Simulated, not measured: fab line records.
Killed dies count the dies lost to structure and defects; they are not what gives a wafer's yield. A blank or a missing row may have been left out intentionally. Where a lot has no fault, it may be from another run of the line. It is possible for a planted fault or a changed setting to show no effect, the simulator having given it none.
Which tool is to blame? + flow sky130 + 15 lots, 45 wafers sampled, at 2 steps of a route of 708

== WHAT THE GAUGES READ, wafer by wafer ==
SKY_VIA2_RS_MEAS_22: a four-point-probe measurement.
| lot  | measured     | on            | VIA2_W_RS (ohm/sq) |
|------|--------------|---------------|--------------------|
| L628 | day 36 22:14 | film-metro-03 | 0.273 0.278 0.278  |
| L627 | day 37 00:24 | film-metro-01 | 0.271 0.272 0.276  |
| L629 | day 37 05:25 | film-metro-03 | 0.270 0.268 0.274  |
| L630 | day 37 07:04 | film-metro-03 | 0.273 0.271 0.274  |
| L632 | day 37 20:17 | film-metro-01 | 0.274 0.278 0.273  |
| L633 | day 38 09:07 | film-metro-04 | 0.273 0.274 0.273  |
| L634 | day 38 20:00 | film-metro-04 | 0.275 0.276 0.276  |
| L637 | day 39 16:02 | film-metro-01 | 0.275 0.270 0.271  |
| L642 | day 40 23:54 | film-metro-04 | 0.269 0.268 0.272  |
| L643 | day 41 10:05 | film-metro-04 | 0.277 0.272 0.275  |
| L644 | day 41 13:49 | film-metro-04 | 0.271 0.273 0.279  |
| L647 | day 42 05:19 | film-metro-04 | 0.274 0.274 0.272  |
| L648 | day 42 11:37 | film-metro-04 | 0.272 0.278 0.270  |
| L649 | day 42 22:08 | film-metro-03 | 0.274 0.277 0.274  |
| L650 | day 43 01:31 | film-metro-04 | 0.272 0.273 0.274  |

== WHICH TOOL RAN EACH LOT (tool, then ch and the chambers of the sampled wafers, then the start) ==
| lot  | SKY_METAL2_ETCH_18                |
|------|-----------------------------------|
| L628 | rie-metal-01 ch 0,1, day 35 17:56 |
| L627 | rie-metal-01 ch 0,1, day 35 19:58 |
| L629 | rie-metal-03 ch 0,1, day 36 01:06 |
| L630 | rie-metal-02 ch 0,1, day 36 02:39 |
| L632 | rie-metal-02 ch 0,1, day 36 17:33 |
| L633 | rie-metal-01 ch 0, day 37 06:04   |
| L634 | rie-metal-02 ch 0,1, day 37 16:18 |
| L637 | rie-metal-03 ch 0,1, day 38 14:10 |
| L642 | rie-metal-02 ch 0, day 39 21:49   |
| L643 | rie-metal-01 ch 0,1, day 40 08:11 |
| L644 | rie-metal-02 ch 0,1, day 40 11:53 |
| L647 | rie-metal-03 ch 0,1, day 41 02:56 |
| L648 | rie-metal-01 ch 0, day 41 09:34   |
| L649 | rie-metal-02 ch 0,1, day 41 21:52 |
| L650 | rie-metal-03 ch 0,1, day 42 01:58 |
- SKY_METAL2_ETCH_18: etches BARC in N2/H2, stops on SiO2, time 45.9 s, target depth 60 nm.

== WHAT THE TOOLS THEMSELVES READ (means of the sampled wafers that have a number; where no wafer has one, the mark that the record gives instead) ==
SKY_METAL2_ETCH_18.
| lot  | tool         | drypump-motor-current-A (A) | oes-product-au (a.u.) | throttle-valve-pct (%) |
|------|--------------|-----------------------------|-----------------------|------------------------|
| L628 | rie-metal-01 | 5.9                         | 0.857                 | 13.219                 |
| L627 | rie-metal-01 | 5.9                         | 0.854                 | 13.219                 |
| L629 | rie-metal-03 | 6.3                         | 0.854                 | 13.223                 |
| L630 | rie-metal-02 | 5.8                         | 0.857                 | 13.228                 |
| L632 | rie-metal-02 | 5.8                         | 0.857                 | 13.227                 |
| L633 | rie-metal-01 | 5.7                         | 0.854                 | 13.226                 |
| L634 | rie-metal-02 | 6.1                         | 0.850                 | 13.221                 |
| L637 | rie-metal-03 | 6.3                         | 0.861                 | 13.225                 |
| L642 | rie-metal-02 | 6.2                         | 0.852                 | 13.222                 |
| L643 | rie-metal-01 | 5.9                         | 0.849                 | 13.213                 |
| L644 | rie-metal-02 | 5.8                         | 0.853                 | 13.227                 |
| L647 | rie-metal-03 | 6.4                         | 0.855                 | 13.213                 |
| L648 | rie-metal-01 | 5.7                         | 0.857                 | 13.212                 |
| L649 | rie-metal-02 | 6.0                         | 0.856                 | 13.226                 |
| L650 | rie-metal-03 | 6.4                         | 0.859                 | 13.217                 |

== THE ANSWER, worked out from the rows above alone ==
Rule: the lots themselves supply what counts as usual. Put in order of their means at a reading, lots are off if they are a third of the lots or fewer, leave a main group of 4 or more, and stand apart from it by a gap of 3 or more times the standard deviation of the main group's means; of several such gaps the widest counts. Not used: any main group whose means are identical at the precision the tables above print for the reading. Also off: a lot with no number at a reading for which 4 or more lots have one. Where the step has rows for the other lots, those lots are counted as sound. Order of review: gauges by route order, followed by the tools' own readings, for which a lot's mean as printed above is used. At the first step where some lot is off, the reading lying furthest off is the one used; lots without a number count as furthest.
No lot is off at any reading shown: from this, nothing can be told.

== WHAT THE SIMULATOR HAD PUT IN ==
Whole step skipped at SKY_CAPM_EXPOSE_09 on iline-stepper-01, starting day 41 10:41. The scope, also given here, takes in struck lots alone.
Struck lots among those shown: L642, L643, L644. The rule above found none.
